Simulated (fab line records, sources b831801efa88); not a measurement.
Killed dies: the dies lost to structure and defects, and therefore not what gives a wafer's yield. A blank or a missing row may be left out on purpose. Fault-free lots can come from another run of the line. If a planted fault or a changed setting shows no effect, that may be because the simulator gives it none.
Chamber matching ; flow sfq-line ; SFQ_TRILAYER_I0_DEP_PECVD_027 on pecvd-02 has 3 sister chambers
The step deposits SiO2 from SiH4/N2O, time 111.11 s, target thk 500 nm. 6 wafers are shown with their chamber, then 7 later ones without.

== WAFERS, EACH WITH ITS CHAMBER ==
wafer;chamber;throttle-valve-pct (%);heater-power-w (W)
L195.4;2;24.8;119
L199.4;2;24.5;113
L203.4;0;25.9;109
L203.6;1;25.1;79
L206.1;0;26.0;109
L206.4;1;25.1;95

== WAFERS WITH NO CHAMBER GIVEN ==
wafer;throttle-valve-pct (%);heater-power-w (W)
L206.6;25.0;93
L207.1;24.9;111
L207.5;26.0;112
L207.6;25.2;88
L208.2;25.4;91
L208.4;25.3;95
L208.5;25.8;108

== WHICH CHAMBER EACH WENT THROUGH ==
wafer;from the rows above;in truth
L206.6;1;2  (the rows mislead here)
L207.1;can't be placed: 2 or 1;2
L207.5;0;0
L207.6;1;1
L208.2;1;1
L208.4;1;1
L208.5;0;0
Correctly placed: 5 of 7. Can't be placed from these rows: 1 (the true chamber is among the candidates in 1). Number placed wrongly: 1.
How it was worked out, from the rows above alone: a wafer's distance from a chamber is the root of the sum, over the readings, of the square of ((its reading less the chamber's mean) divided by the reading's scatter). If the next closest chamber is less than 2 further off than the closest, the wafer can't be placed; otherwise it belongs to the closest. For every chamber, the mean is computed from those of its wafers that are shown. The scatter is the square root of a quotient: the sum, over the shown wafers, of each reading's squared deviation from its chamber's mean, divided by wafers minus chambers.
